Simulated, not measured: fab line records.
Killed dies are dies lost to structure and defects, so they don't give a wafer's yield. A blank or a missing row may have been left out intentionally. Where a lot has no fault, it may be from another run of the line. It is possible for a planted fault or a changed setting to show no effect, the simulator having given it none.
fab line records :: flow sfq_line :: part 2 of 2: steps 24 to 34 of 34
record:
  lots: 5
  wafers: 15
  last_day: 86
route steps=325 shown I3@137 M4@148 I4@163
lots untouched by any fault: they come from a run of this same line in which no faults occurred
start_h: hours from the record's opening day to when the first of the lot's shown wafers began :: wait_h: hours elapsed since this lot's preceding step :: " as in the row above :: L1.1+2: several wafers, shown together as one row :: - value missing, or start not given :: * or withheld: withheld :: < > ~ a bound
route shown NAME@n: a module of which the file shows steps, and the number in the route of the first :: usual: mean and standard deviation over wafers with no fault :: same: alike in all rows :: chamber/n: place in a boat :: sites: each site's reading :: _std_site: standard deviation of those values :: _edge_site: inner sites' mean taken away from outer sites' mean :: radius_mm: how far each site lies from the wafer's centre :: mask NAME#n: copy n :: behind: the most recent tool/chamber to have shaped the wafer :: hold: reason for holding the lot/hours on hold/outcome of the hold :: device: whichever transistor did not switch (one of n, p or np) :: end of line: the same wafers' tests at the end of the route :: where a step has no rows: the recipe by itself :: killed: count of dies lost to structure and defects at first sort (not the wafer's yield) :: map: per-die view of a wafer (x killed, . not killed, _ where there is no die)
set.NAME: the run value of the setting; set.NAME@STEP: its run value at that earlier step :: model.NAME: the simulator's own value behind a step, which no gauge read
lots at some steps of the route; a table a step, a row a wafer
services: the hour from which a tool's chamber was out of use, counted from the record's first day as start_h (under 0 if before that day), plus the number of hours and why
== steps ==
step: SFQ_TRILAYER_M4_STRIP_STRIP_097
recipe:
  gas: O2
  power_w: 200
  platen_temp_c: 40
  overash_fraction: 0.65
  chemistry: O2
  pressure_mtorr: 50
usual:
  drypump_motor_current_A: 5.67/0.17
  he_backside_leak_sccm: 3.55/0.22
  oes_product_au: 1.001/0.007
lot.wafer: L081.3
tool: rie_metal-04
chamber: 0
start_h: 1266.19
wait_h: 0.2
drypump_motor_current_A: 5.78
he_backside_leak_sccm: 3.39
oes_product_au: 0.992
rf_hours_counter_h: -

lot.wafer: L081.4
tool: rie_metal-04
chamber: 1
start_h: 1266.19
wait_h: 0.2
drypump_motor_current_A: 5.94
he_backside_leak_sccm: 3.20
oes_product_au: 1.001
rf_hours_counter_h: -

lot.wafer: L081.5
tool: rie_metal-04
chamber: 0
start_h: 1266.19
wait_h: 0.2
drypump_motor_current_A: 5.77
he_backside_leak_sccm: 3.48
oes_product_au: 0.994
rf_hours_counter_h: -

lot.wafer: L082.2
tool: rie_metal-04
chamber: 0
start_h: 1268.39
wait_h: 0.1
drypump_motor_current_A: 5.78
he_backside_leak_sccm: 3.28
oes_product_au: 0.991
rf_hours_counter_h: 62

lot.wafer: L082.4
tool: rie_metal-04
chamber: 1
start_h: 1268.39
wait_h: 0.1
drypump_motor_current_A: 5.94
he_backside_leak_sccm: 3.60
oes_product_au: 0.999
rf_hours_counter_h: -

lot.wafer: L082.6
tool: rie_metal-04
chamber: 0
start_h: 1268.39
wait_h: 0.1
drypump_motor_current_A: 5.77
he_backside_leak_sccm: 2.92
oes_product_au: 0.997
rf_hours_counter_h: -

lot.wafer: L085.1
tool: rie_metal-01
chamber: 0
start_h: 1275.59
wait_h: 0.1
drypump_motor_current_A: 5.58
he_backside_leak_sccm: 3.79
oes_product_au: 0.998
rf_hours_counter_h: 115

lot.wafer: L085.2
tool: rie_metal-01
chamber: 1
start_h: 1275.59
wait_h: 0.1
drypump_motor_current_A: 5.64
he_backside_leak_sccm: 3.35
oes_product_au: 0.992
rf_hours_counter_h: 57

lot.wafer: L085.5
tool: rie_metal-01
chamber: 1
start_h: 1275.59
wait_h: 0.1
drypump_motor_current_A: 5.61
he_backside_leak_sccm: 3.51
oes_product_au: 0.995
rf_hours_counter_h: -

lot.wafer: L087.4
tool: rie_metal-01
chamber: 1
start_h: 1281.92
wait_h: 0.2
drypump_motor_current_A: 5.64
he_backside_leak_sccm: 4.26
oes_product_au: 1.003
rf_hours_counter_h: -

lot.wafer: L087.5
tool: rie_metal-01
chamber: 0
start_h: 1281.92
wait_h: 0.2
drypump_motor_current_A: 5.57
he_backside_leak_sccm: 3.72
oes_product_au: 1.008
rf_hours_counter_h: -

lot.wafer: L087.6
tool: rie_metal-01
chamber: 1
start_h: 1281.92
wait_h: 0.2
drypump_motor_current_A: 5.61
he_backside_leak_sccm: 3.40
oes_product_au: 0.997
rf_hours_counter_h: -

lot.wafer: L092.1
tool: rie_metal-01
chamber: 0
start_h: 1352.56
wait_h: 0.1
drypump_motor_current_A: 5.59
he_backside_leak_sccm: 3.41
oes_product_au: 1.005
rf_hours_counter_h: 128

lot.wafer: L092.4
tool: rie_metal-01
chamber: 0
start_h: 1352.56
wait_h: 0.1
drypump_motor_current_A: 5.59
he_backside_leak_sccm: 3.55
oes_product_au: 1.014
rf_hours_counter_h: -

lot.wafer: L092.5
tool: rie_metal-01
chamber: 0
start_h: 1352.56
wait_h: 0.1
drypump_motor_current_A: 5.60
he_backside_leak_sccm: 3.63
oes_product_au: 1.015
rf_hours_counter_h: -
step: SFQ_TRILAYER_M4_STRIP_SOLV_CLEAN_098
recipe:
  chemistry: NMP
  temp_c: 70
  time_s: 600
usual:
  bath_heat_duty_pct: 13.6/1.8
lot.wafer: L081.3
tool: wet_bench-02
chamber: 0
start_h: 1266.59
wait_h: 0.2
bath_heat_duty_pct: 15.6

lot.wafer: L081.4
tool: wet_bench-02
chamber: 5
start_h: 1266.59
wait_h: 0.2
bath_heat_duty_pct: 13.0

lot.wafer: L081.5
tool: wet_bench-02
chamber: 2
start_h: 1266.59
wait_h: 0.2
bath_heat_duty_pct: 12.0

lot.wafer: L082.2
tool: wet_bench-04
chamber: 5
start_h: 1268.99
wait_h: 0.4
bath_heat_duty_pct: 10.9

lot.wafer: L082.4
tool: wet_bench-04
chamber: 3
start_h: 1268.99
wait_h: 0.4
bath_heat_duty_pct: 12.9

lot.wafer: L082.6
tool: wet_bench-04
chamber: 4
start_h: 1268.99
wait_h: 0.4
bath_heat_duty_pct: 12.7

lot.wafer: L085.1
tool: wet_bench-04
chamber: 4
start_h: 1276.19
wait_h: 0.4
bath_heat_duty_pct: 12.2

lot.wafer: L085.2
tool: wet_bench-04
chamber: 1
start_h: 1276.19
wait_h: 0.4
bath_heat_duty_pct: 13.8

lot.wafer: L085.5
tool: wet_bench-04
chamber: 0
start_h: 1276.19
wait_h: 0.4
bath_heat_duty_pct: 10.7

lot.wafer: L087.4
tool: wet_bench-01
chamber: 7
start_h: 1282.32
wait_h: 0.2
bath_heat_duty_pct: 9.5

lot.wafer: L087.5
tool: wet_bench-01
chamber: 0
start_h: 1282.32
wait_h: 0.2
bath_heat_duty_pct: 14.0

lot.wafer: L087.6
tool: wet_bench-01
chamber: 2
start_h: 1282.32
wait_h: 0.2
bath_heat_duty_pct: 13.5

lot.wafer: L092.1
tool: wet_bench-04
chamber: 1
start_h: 1353.16
wait_h: 0.4
bath_heat_duty_pct: 14.0

lot.wafer: L092.4
tool: wet_bench-04
chamber: 3
start_h: 1353.16
wait_h: 0.4
bath_heat_duty_pct: 13.4

lot.wafer: L092.5
tool: wet_bench-04
chamber: 0
start_h: 1353.16
wait_h: 0.4
bath_heat_duty_pct: 10.7
step: SFQ_TRILAYER_I4_DEP_PECVD_099
recipe:
  material: SiO2
  temp_c: 150
  time_s: 111.11
  pressure_torr: 2.4
  rf_w: 183.3
  precursor: SiH4/N2O
  target_thk_nm: 500
usual:
  heater_power_w: 81/13
  throttle_valve_pct: 24.5/1.4
lot.wafer: L081.3
tool: pecvd-04
chamber: 1
start_h: 1266.76
wait_h: 0.0
heater_power_w: 107
throttle_valve_pct: 25.2

lot.wafer: L081.4
tool: pecvd-04
chamber: 0
start_h: 1266.76
wait_h: 0.0
heater_power_w: 78
throttle_valve_pct: 25.7

lot.wafer: L081.5
tool: pecvd-04
chamber: 1
start_h: 1266.76
wait_h: 0.0
heater_power_w: 111
throttle_valve_pct: 25.4

lot.wafer: L082.2
tool: pecvd-01
chamber: 1
start_h: 1269.16
wait_h: 0.0
heater_power_w: 87
throttle_valve_pct: 22.6

lot.wafer: L082.4
tool: pecvd-01
chamber: 2
start_h: 1269.16
wait_h: 0.0
heater_power_w: 72
throttle_valve_pct: 23.0

lot.wafer: L082.6
tool: pecvd-01
chamber: 0
start_h: 1269.16
wait_h: 0.0
heater_power_w: 81
throttle_valve_pct: 23.7

lot.wafer: L085.1
tool: pecvd-04
chamber: 0
start_h: 1276.38
wait_h: 0.0
heater_power_w: 76
throttle_valve_pct: 25.9

lot.wafer: L085.2
tool: pecvd-04
chamber: 2
start_h: 1276.38
wait_h: 0.0
heater_power_w: 82
throttle_valve_pct: 25.5

lot.wafer: L085.5
tool: pecvd-04
chamber: 1
start_h: 1276.38
wait_h: 0.0
heater_power_w: 111
throttle_valve_pct: 25.5

lot.wafer: L087.4
tool: pecvd-02
chamber: 2
start_h: 1282.55
wait_h: 0.0
heater_power_w: 82
throttle_valve_pct: 24.1

lot.wafer: L087.5
tool: pecvd-02
chamber: 0
start_h: 1282.55
wait_h: 0.0
heater_power_w: 70
throttle_valve_pct: 24.8

lot.wafer: L087.6
tool: pecvd-02
chamber: 1
start_h: 1282.55
wait_h: 0.0
heater_power_w: 45
throttle_valve_pct: 27.2

lot.wafer: L092.1
tool: pecvd-02
chamber: 0
start_h: 1353.33
wait_h: 0.0
heater_power_w: 85
throttle_valve_pct: 24.9

lot.wafer: L092.4
tool: pecvd-02
chamber: 2
start_h: 1353.33
wait_h: 0.0
heater_power_w: 81
throttle_valve_pct: 24.2

lot.wafer: L092.5
tool: pecvd-02
chamber: 1
start_h: 1353.33
wait_h: 0.0
heater_power_w: 58
throttle_valve_pct: 27.5
step: SFQ_TRILAYER_I4_CMP_CMP_100
recipe:
  material: SiO2
  down_force_psi: 3
  platen_rpm: 60
  pad_velocity_m_s: 0.94248
usual:
  motor_current_A: 10.1/0.98
  time_to_endpoint_s: 215/6.7
lot.wafer: L081.3
tool: cmp-02
chamber: 0
start_h: 1306.12
wait_h: 39.3
motor_current_A: 9.9
time_to_endpoint_s: 225

lot.wafer: L081.4
tool: cmp-02
chamber: 2
start_h: 1307.12
wait_h: 40.3
motor_current_A: 10.5
time_to_endpoint_s: 234

lot.wafer: L081.5
tool: cmp-02
chamber: 0
start_h: 1308.12
wait_h: 41.3
motor_current_A: 9.8
time_to_endpoint_s: 229

lot.wafer: L082.2
tool: cmp-02
chamber: 3
start_h: 1310.12
wait_h: 40.9
motor_current_A: 9.1
time_to_endpoint_s: 211

lot.wafer: L082.4
tool: cmp-02
chamber: 0
start_h: 1310.12
wait_h: 40.9
motor_current_A: 9.0
time_to_endpoint_s: 225

lot.wafer: L082.6
tool: cmp-02
chamber: 1
start_h: 1310.12
wait_h: 40.9
motor_current_A: 9.9
time_to_endpoint_s: 220

lot.wafer: L085.2
tool: cmp-01
chamber: 1
start_h: 1316.96
wait_h: 40.5
motor_current_A: 8.7
time_to_endpoint_s: 210

lot.wafer: L085.1
tool: cmp-01
chamber: 2
start_h: 1316.96
wait_h: 40.5
motor_current_A: 10.1
time_to_endpoint_s: 218

lot.wafer: L085.5
tool: cmp-01
chamber: 0
start_h: 1318.46
wait_h: 42.0
motor_current_A: 11.1
time_to_endpoint_s: 215

lot.wafer: L087.4
tool: cmp-02
chamber: 1
start_h: 1321.12
wait_h: 38.5
motor_current_A: 10.5
time_to_endpoint_s: 215

lot.wafer: L087.5
tool: cmp-02
chamber: 1
start_h: 1323.12
wait_h: 40.5
motor_current_A: 10.2
time_to_endpoint_s: 216

lot.wafer: L087.6
tool: cmp-02
chamber: 2
start_h: 1323.12
wait_h: 40.5
motor_current_A: 10.6
time_to_endpoint_s: 216

lot.wafer: L092.1
tool: cmp-01
chamber: 3
start_h: 1382.96
wait_h: 29.6
motor_current_A: 12.2
time_to_endpoint_s: 216

lot.wafer: L092.4
tool: cmp-01
chamber: 0
start_h: 1382.96
wait_h: 29.6
motor_current_A: 11.4
time_to_endpoint_s: 214

lot.wafer: L092.5
tool: cmp-01
chamber: 2
start_h: 1384.46
wait_h: 31.0
motor_current_A: 10.1
time_to_endpoint_s: 208
step: SFQ_I4_BOW_MEAS_927
recipe:
  mode: bow
usual:
  I4_BOW: 4/7.5
lot.wafer: L081.3
tool: film_metro-02
chamber: -
start_h: 1309.16
wait_h: 2.5
I4_BOW[um]: 9

lot.wafer: L081.4
tool: film_metro-02
chamber: -
start_h: 1309.16
wait_h: 2.5
I4_BOW[um]: 30

lot.wafer: L081.5
tool: film_metro-02
chamber: -
start_h: 1309.16
wait_h: 2.5
I4_BOW[um]: 5

lot.wafer: L082.2
tool: film_metro-04
chamber: -
start_h: 1312.14
wait_h: 1.5
I4_BOW[um]: 3

lot.wafer: L082.4
tool: film_metro-04
chamber: -
start_h: 1312.14
wait_h: 1.5
I4_BOW[um]: -4

lot.wafer: L082.6
tool: film_metro-04
chamber: -
start_h: 1312.14
wait_h: 1.5
I4_BOW[um]: 12

lot.wafer: L085.1
tool: film_metro-04
chamber: -
start_h: 1319.46
wait_h: 1.5
I4_BOW[um]: 6

lot.wafer: L085.2
tool: film_metro-04
chamber: -
start_h: 1319.46
wait_h: 1.5
I4_BOW[um]: 2

lot.wafer: L085.5
tool: film_metro-04
chamber: -
start_h: 1319.46
wait_h: 1.5
I4_BOW[um]: -1

lot.wafer: L087.4
tool: film_metro-02
chamber: -
start_h: 1324.18
wait_h: 2.6
I4_BOW[um]: 8

lot.wafer: L087.5
tool: film_metro-02
chamber: -
start_h: 1324.18
wait_h: 2.6
I4_BOW[um]: 19

lot.wafer: L087.6
tool: film_metro-02
chamber: -
start_h: 1324.18
wait_h: 2.6
I4_BOW[um]: 19

lot.wafer: L092.1
tool: film_metro-04
chamber: -
start_h: 1385.46
wait_h: 2.0
I4_BOW[um]: 6

lot.wafer: L092.4
tool: film_metro-04
chamber: -
start_h: 1385.46
wait_h: 2.0
I4_BOW[um]: -5

lot.wafer: L092.5
tool: film_metro-04
chamber: -
start_h: 1385.46
wait_h: 2.0
I4_BOW[um]: 11
step: SFQ_TRILAYER_I4_METRO_MEASURE_101
usual:
  thk_nm: 200.1/0.95
lot.wafer: L081.3
tool: film_metro-02
chamber: -
start_h: 1309.64
wait_h: 0.5
thk_nm: 201.3

lot.wafer: L081.4
tool: film_metro-02
chamber: -
start_h: 1309.64
wait_h: 0.5
thk_nm: 200.9

lot.wafer: L081.5
tool: film_metro-02
chamber: -
start_h: 1309.64
wait_h: 0.5
thk_nm: 200.9

lot.wafer: L082.2
tool: film_metro-04
chamber: -
start_h: 1312.44
wait_h: 0.3
thk_nm: 201.3

lot.wafer: L082.4
tool: film_metro-04
chamber: -
start_h: 1312.44
wait_h: 0.3
thk_nm: 200.5

lot.wafer: L082.6
tool: film_metro-04
chamber: -
start_h: 1312.44
wait_h: 0.3
thk_nm: 201.3

lot.wafer: L085.1
tool: film_metro-04
chamber: -
start_h: 1319.58
wait_h: 0.1
thk_nm: 200.7

lot.wafer: L085.2
tool: film_metro-04
chamber: -
start_h: 1319.58
wait_h: 0.1
thk_nm: 199.9

lot.wafer: L085.5
tool: film_metro-04
chamber: -
start_h: 1319.58
wait_h: 0.1
thk_nm: 200.1

lot.wafer: L087.4
tool: film_metro-02
chamber: -
start_h: 1324.84
wait_h: 0.6
thk_nm: 200.2

lot.wafer: L087.5
tool: film_metro-02
chamber: -
start_h: 1324.84
wait_h: 0.6
thk_nm: 200.0

lot.wafer: L087.6
tool: film_metro-02
chamber: -
start_h: 1324.84
wait_h: 0.6
thk_nm: 201.3

lot.wafer: L092.1
tool: film_metro-04
chamber: -
start_h: 1385.58
wait_h: 0.1
thk_nm: 201.1

lot.wafer: L092.4
tool: film_metro-04
chamber: -
start_h: 1385.58
wait_h: 0.1
thk_nm: 201.6

lot.wafer: L092.5
tool: film_metro-04
chamber: -
start_h: 1385.58
wait_h: 0.1
thk_nm: 200.6
step: SFQ_TRILAYER_I4_VIA_LITHO_COAT_108
recipe:
  resist: BARC
  spin_rpm: 3000
  resist_thk_nm: 62
usual:
  exhaust_pa: 44.9/0.91
lot.wafer: L081.3
tool: litho_track-01
chamber: 0
start_h: 1310.54
wait_h: 0.7
exhaust_pa: 44.7

lot.wafer: L081.4
tool: litho_track-01
chamber: 0
start_h: 1310.54
wait_h: 0.7
exhaust_pa: 43.0

lot.wafer: L081.5
tool: litho_track-01
chamber: 0
start_h: 1310.54
wait_h: 0.7
exhaust_pa: 44.3

lot.wafer: L082.2
tool: litho_track-04
chamber: 0
start_h: 1313.49
wait_h: 0.8
exhaust_pa: 46.6

lot.wafer: L082.4
tool: litho_track-04
chamber: 0
start_h: 1313.49
wait_h: 0.8
exhaust_pa: 45.6

lot.wafer: L082.6
tool: litho_track-04
chamber: 0
start_h: 1313.49
wait_h: 0.8
exhaust_pa: 46.5

lot.wafer: L085.1
tool: litho_track-01
chamber: 0
start_h: 1320.78
wait_h: 1.0
exhaust_pa: 45.1

lot.wafer: L085.2
tool: litho_track-01
chamber: 0
start_h: 1320.78
wait_h: 1.0
exhaust_pa: 45.5

lot.wafer: L085.5
tool: litho_track-01
chamber: 0
start_h: 1320.78
wait_h: 1.0
exhaust_pa: 44.1

lot.wafer: L087.4
tool: litho_track-02
chamber: 0
start_h: 1325.59
wait_h: 0.6
exhaust_pa: 44.7

lot.wafer: L087.5
tool: litho_track-02
chamber: 0
start_h: 1325.59
wait_h: 0.6
exhaust_pa: 45.8

lot.wafer: L087.6
tool: litho_track-02
chamber: 0
start_h: 1325.59
wait_h: 0.6
exhaust_pa: 46.4

lot.wafer: L092.1
tool: litho_track-02
chamber: 0
start_h: 1386.78
wait_h: 1.0
exhaust_pa: 43.6

lot.wafer: L092.4
tool: litho_track-02
chamber: 0
start_h: 1386.78
wait_h: 1.0
exhaust_pa: 44.2

lot.wafer: L092.5
tool: litho_track-02
chamber: 0
start_h: 1386.78
wait_h: 1.0
exhaust_pa: 43.5
step: SFQ_TRILAYER_I4_VIA_LITHO_COAT_103
recipe:
  resist: KrF
  spin_rpm: 3000
  resist_thk_nm: 650
usual:
  exhaust_pa: 44.9/0.97
lot.wafer: L081.3
tool: litho_track-01
chamber: 0
start_h: 1310.84
wait_h: 0.2
exhaust_pa: 43.8

lot.wafer: L081.4
tool: litho_track-01
chamber: 0
start_h: 1310.84
wait_h: 0.2
exhaust_pa: 43.6

lot.wafer: L081.5
tool: litho_track-01
chamber: 0
start_h: 1310.84
wait_h: 0.2
exhaust_pa: 44.5

lot.wafer: L082.2
tool: litho_track-04
chamber: 0
start_h: 1313.79
wait_h: 0.2
exhaust_pa: 44.7

lot.wafer: L082.4
tool: litho_track-04
chamber: 0
start_h: 1313.79
wait_h: 0.2
exhaust_pa: 44.7

lot.wafer: L082.6
tool: litho_track-04
chamber: 0
start_h: 1313.79
wait_h: 0.2
exhaust_pa: 43.5

lot.wafer: L085.1
tool: litho_track-01
chamber: 0
start_h: 1321.08
wait_h: 0.2
exhaust_pa: 44.5

lot.wafer: L085.2
tool: litho_track-01
chamber: 0
start_h: 1321.08
wait_h: 0.2
exhaust_pa: 43.9

lot.wafer: L085.5
tool: litho_track-01
chamber: 0
start_h: 1321.08
wait_h: 0.2
exhaust_pa: 45.3

lot.wafer: L087.4
tool: litho_track-02
chamber: 0
start_h: 1325.89
wait_h: 0.2
exhaust_pa: 42.8

lot.wafer: L087.5
tool: litho_track-02
chamber: 0
start_h: 1325.89
wait_h: 0.2
exhaust_pa: 44.9

lot.wafer: L087.6
tool: litho_track-02
chamber: 0
start_h: 1325.89
wait_h: 0.2
exhaust_pa: 45.4

lot.wafer: L092.1
tool: litho_track-02
chamber: 0
start_h: 1387.08
wait_h: 0.2
exhaust_pa: 46.7

lot.wafer: L092.4
tool: litho_track-02
chamber: 0
start_h: 1387.08
wait_h: 0.2
exhaust_pa: 47.5

lot.wafer: L092.5
tool: litho_track-02
chamber: 0
start_h: 1387.08
wait_h: 0.2
exhaust_pa: 46.1
step: SFQ_TRILAYER_I4_VIA_LITHO_SOFTBAKE_107
recipe:
  temp_c: withheld
  time_s: withheld
  resist: KrF
usual:
  exhaust_pa: 45.1/0.92
lot.wafer: L081.3
tool: litho_track-01
chamber: 0
start_h: 1311.09
wait_h: 0.2
exhaust_pa: 46.0

lot.wafer: L081.4
tool: litho_track-01
chamber: 0
start_h: 1311.09
wait_h: 0.2
exhaust_pa: 45.8

lot.wafer: L081.5
tool: litho_track-01
chamber: 0
start_h: 1311.09
wait_h: 0.2
exhaust_pa: 44.6

lot.wafer: L082.2
tool: litho_track-04
chamber: 0
start_h: 1314.07
wait_h: 0.2
exhaust_pa: 44.3

lot.wafer: L082.4
tool: litho_track-04
chamber: 0
start_h: 1314.07
wait_h: 0.2
exhaust_pa: 44.5

lot.wafer: L082.6
tool: litho_track-04
chamber: 0
start_h: 1314.07
wait_h: 0.2
exhaust_pa: 43.8

lot.wafer: L085.1
tool: litho_track-01
chamber: 0
start_h: 1321.38
wait_h: 0.2
exhaust_pa: 45.1

lot.wafer: L085.2
tool: litho_track-01
chamber: 0
start_h: 1321.38
wait_h: 0.2
exhaust_pa: 44.4

lot.wafer: L085.5
tool: litho_track-01
chamber: 0
start_h: 1321.38
wait_h: 0.2
exhaust_pa: 44.7

lot.wafer: L087.4
tool: litho_track-02
chamber: 0
start_h: 1326.12
wait_h: 0.2
exhaust_pa: 44.7

lot.wafer: L087.5
tool: litho_track-02
chamber: 0
start_h: 1326.12
wait_h: 0.2
exhaust_pa: 44.0

lot.wafer: L087.6
tool: litho_track-02
chamber: 0
start_h: 1326.12
wait_h: 0.2
exhaust_pa: 46.1

lot.wafer: L092.1
tool: litho_track-02
chamber: 0
start_h: 1387.38
wait_h: 0.2
exhaust_pa: 46.5

lot.wafer: L092.4
tool: litho_track-02
chamber: 0
start_h: 1387.38
wait_h: 0.2
exhaust_pa: 46.2

lot.wafer: L092.5
tool: litho_track-02
chamber: 0
start_h: 1387.38
wait_h: 0.2
exhaust_pa: 44.9
step: SFQ_TRILAYER_I4_VIA_LITHO_EXPOSE_104
recipe:
  mask_id: I4
  na: 0.6
  source_shape: conventional
  sigma_outer: 0.65
  target_cd_nm: 700
  dose_mj: 21.3
same:
  na: 0.6
lot.wafer: L081.3+4+5
tool: krf_scanner-01
chamber: 0
start_h: 1311.72
wait_h: -
mask: I4#0

lot.wafer: L082.2+4+6
tool: krf_scanner-01
chamber: 0
start_h: 1314.39
wait_h: -
mask: I4#0

lot.wafer: L085.1+2+5
tool: krf_scanner-01
chamber: 0
start_h: 1321.53
wait_h: -
mask: I4#0

lot.wafer: L087.4+5+6
tool: krf_scanner-01
chamber: 0
start_h: 1326.79
wait_h: -
mask: I4#0

lot.wafer: L092.1+4+5
tool: krf_scanner-02
chamber: 0
start_h: 1493.49
wait_h: -
mask: I4#0
step: SFQ_TRILAYER_I4_VIA_LITHO_PEB_106
recipe:
  peb_temp_c: 115
  peb_time_s: 60
  resist: KrF
usual:
  exhaust_pa: 44.8/0.92
lot.wafer: L081.3
tool: litho_track-04
chamber: 0
start_h: 1312.57
wait_h: 0.7
exhaust_pa: 45.1

lot.wafer: L081.4
tool: litho_track-04
chamber: 0
start_h: 1312.57
wait_h: 0.7
exhaust_pa: 45.0

lot.wafer: L081.5
tool: litho_track-04
chamber: 0
start_h: 1312.57
wait_h: 0.7
exhaust_pa: 44.7

lot.wafer: L082.2
tool: litho_track-04
chamber: 0
start_h: 1315.42
wait_h: 0.8
exhaust_pa: 43.2

lot.wafer: L082.4
tool: litho_track-04
chamber: 0
start_h: 1315.42
wait_h: 0.8
exhaust_pa: 43.2

lot.wafer: L082.6
tool: litho_track-04
chamber: 0
start_h: 1315.42
wait_h: 0.8
exhaust_pa: 44.2

lot.wafer: L085.1
tool: litho_track-02
chamber: 0
start_h: 1322.73
wait_h: 1.0
exhaust_pa: 46.3

lot.wafer: L085.2
tool: litho_track-02
chamber: 0
start_h: 1322.73
wait_h: 1.0
exhaust_pa: 44.1

lot.wafer: L085.5
tool: litho_track-02
chamber: 0
start_h: 1322.73
wait_h: 1.0
exhaust_pa: 44.3

lot.wafer: L087.4
tool: litho_track-02
chamber: 0
start_h: 1327.47
wait_h: 0.5
exhaust_pa: 45.2

lot.wafer: L087.5
tool: litho_track-02
chamber: 0
start_h: 1327.47
wait_h: 0.5
exhaust_pa: 45.3

lot.wafer: L087.6
tool: litho_track-02
chamber: 0
start_h: 1327.47
wait_h: 0.5
exhaust_pa: 45.2

lot.wafer: L092.1
tool: litho_track-04
chamber: 0
start_h: 1494.69
wait_h: 1.0
exhaust_pa: 45.1

lot.wafer: L092.4
tool: litho_track-04
chamber: 0
start_h: 1494.69
wait_h: 1.0
exhaust_pa: 44.7

lot.wafer: L092.5
tool: litho_track-04
chamber: 0
start_h: 1494.69
wait_h: 1.0
exhaust_pa: 44.5
== services ==
tool: rie_metal-04
chamber: -
start_h: 1082.37
hours: 1.4
kind: repair

tool: rie_diel-04
chamber: 3
start_h: 1082.51
hours: 7.5
kind: repair

tool: krf_scanner-01
chamber: -
start_h: 1115.03
hours: 1.0
kind: pm

tool: krf_scanner-01
chamber: -
start_h: 1116.03
hours: 4.4
kind: pm

tool: krf_scanner-01
chamber: -
start_h: 1165.93
hours: 0.9
kind: repair

tool: rie_metal-01
chamber: 0
start_h: 1168.97
hours: 6.5
kind: repair

tool: rie_diel-04
chamber: -
start_h: 1182.89
hours: 0.7
kind: repair

tool: krf_scanner-01
chamber: -
start_h: 1232.81
hours: 1.3
kind: pm

tool: krf_scanner-01
chamber: -
start_h: 1234.41
hours: 6.3
kind: repair

tool: krf_scanner-01
chamber: -
start_h: 1240.71
hours: 4.0
kind: pm

tool: rie_metal-01
chamber: 1
start_h: 1244.02
hours: 14.1
kind: repair

tool: rie_metal-04
chamber: 1
start_h: 1246.41
hours: 6.7
kind: repair

tool: rie_diel-04
chamber: 1
start_h: 1253.54
hours: 4.1
kind: repair

tool: krf_scanner-01
chamber: -
start_h: 1266.47
hours: 0.3
kind: repair

tool: krf_scanner-01
chamber: -
start_h: 1283.13
hours: 1.0
kind: pm

tool: rie_diel-04
chamber: 3
start_h: 1288.87
hours: 3.8
kind: repair

tool: krf_scanner-01
chamber: -
start_h: 1308.13
hours: 0.8
kind: pm

tool: rie_metal-01
chamber: -
start_h: 1348.45
hours: 2.8
kind: pm

tool: rie_metal-04
chamber: -
start_h: 1391.62
hours: 0.8
kind: repair

tool: rie_metal-01
chamber: -
start_h: 1396.64
hours: 14.6
kind: pm

tool: krf_scanner-01
chamber: -
start_h: 1408.53
hours: 1.3
kind: pm

tool: krf_scanner-01
chamber: -
start_h: 1449.31
hours: 0.8
kind: pm

tool: krf_scanner-01
chamber: -
start_h: 1452.03
hours: 1.0
kind: pm

tool: krf_scanner-01
chamber: -
start_h: 1475.91
hours: 0.8
kind: pm
